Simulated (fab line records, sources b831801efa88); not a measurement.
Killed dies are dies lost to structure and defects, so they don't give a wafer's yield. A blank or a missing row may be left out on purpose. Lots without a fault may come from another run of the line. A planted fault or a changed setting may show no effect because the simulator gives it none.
A struck lot beside a sound one | flow sfq_line | 14 steps out of a route of 325
Sound: wafers L616.2, L616.3, L616.4. Struck: wafers L610.1, L610.4, L610.6. The cause comes at the end.
At each step with rows: each side's tool, then ch and its chambers, then its first start. Under that, the readings that differ: sound wafers | struck wafers | difference of the means | sigmas: that difference in standard deviations of wafers without a fault.
alike: readings whose means differ by less than 2 such deviations, and words and numbers that are the same on both sides. not compared: withheld readings, readings that some wafer has no value for, bounds like >300 that may hide the same value, and numbers for which the record gives no deviation and whose values overlap.
The two part at a step that has a row with sigmas, a row that says differs or no value, or rows on one side only. Numbers that don't overlap but have no deviation are shown without sigmas and don't part them. A reading that every wafer of one side lacks parts them only if that side has two wafers or more.

SFQ_M6_OVL_MEAS_940:
  sound on overlay-01, day 80 06:58; struck on overlay-01, day 78 21:22
  alike: M6_OVL
SFQ_TRILAYER_M6_BARC_OPEN_METAL_ETCH_206: etches BARC in O2, target depth 125 nm, time 41.7 s.
  sound on rie_metal-03 ch 0, day 80 07:01; struck on rie_metal-04 ch 0,1, day 78 21:23
  alike: chamber_pressure_mTorr, drypump_motor_current_A, oes_product_au
  not compared: rf_hours_counter_h
SFQ_TRILAYER_M6_ETCH_METAL_ETCH_162: etches Nb in Cl2/Ar, stops on SiO2, target depth 240 nm, time 120 s.
  sound on rie_metal-03 ch 0, day 80 07:10; struck on rie_metal-04 ch 0,1, day 78 21:27
  alike: chamber_pressure_mTorr, drypump_motor_current_A, oes_product_au
  not compared: rf_hours_counter_h
SFQ_TRILAYER_M6_STRIP_STRIP_163: strips in O2.
  sound on rie_metal-03 ch 0, day 80 07:34; struck on rie_metal-04 ch 0,1, day 78 21:35
  alike: chamber_pressure_mTorr, drypump_motor_current_A, oes_product_au
  not compared: rf_hours_counter_h
then, 1 step without rows for these wafers: SFQ_TRILAYER_M6_STRIP_SOLV_CLEAN_164 (cleans in NMP, time 600 s).
SFQ_TRILAYER_I6_DEP_PECVD_165: deposits SiO2 from SiH4/N2O, time 111.11 s, target thk 500 nm.
  sound on pecvd-02 ch 0,1,2, day 80 08:44; struck on pecvd-03 ch 1,2, day 78 22:21
  alike: heater_power_w, throttle_valve_pct
SFQ_TRILAYER_I6_CMP_CMP_166: polishes SiO2.
  sound on cmp-02 ch 1,2,3, day 80 08:49; struck on cmp-02 ch 0,2,3, day 78 22:56
  alike: motor_current_A, platen_rpm, slurry_filter_dp_kPa, time_to_endpoint_s
SFQ_I6_BOW_MEAS_941:
  sound on film_metro-03, day 80 11:50; struck on film_metro-03, day 79 01:26
  alike: I6_BOW
then, 4 steps without rows for these wafers: SFQ_TRILAYER_I6_METRO_MEASURE_167; SFQ_TRILAYER_I6_VIA_LITHO_COAT_174 (resist thk 62 nm); SFQ_TRILAYER_I6_VIA_LITHO_COAT_169 (resist thk 650 nm); SFQ_TRILAYER_I6_VIA_LITHO_SOFTBAKE_173.
-- the record jumps here: 4 days lie between the struck wafers' starts before and after --
SFQ_TRILAYER_I6_VIA_LITHO_EXPOSE_170: exposes mask I6, target cd 700 nm.
  sound on krf_scanner-01 ch 0, day 84 15:42; struck on krf_scanner-01, day 83 03:30
  no value came back on the struck wafers for exposure_dose_mJ_cm2, focus_offset_nm (nm), sigma_outer, stage_vel_mm_s (mm/s); on the sound wafers exposure_dose_mJ_cm2 reads 21.290 21.308 21.306
  alike: mask
then, 1 step without rows for these wafers: SFQ_TRILAYER_I6_VIA_LITHO_PEB_172 (peb time 60 s).

WHERE THEY PART
Only at SFQ_TRILAYER_I6_VIA_LITHO_EXPOSE_170, within this record.

WHY: what the simulator had put in
Skipped step whole: krf_scanner-01, from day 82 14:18 on, at SFQ_TRILAYER_I6_VIA_LITHO_EXPOSE_170. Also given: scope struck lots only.
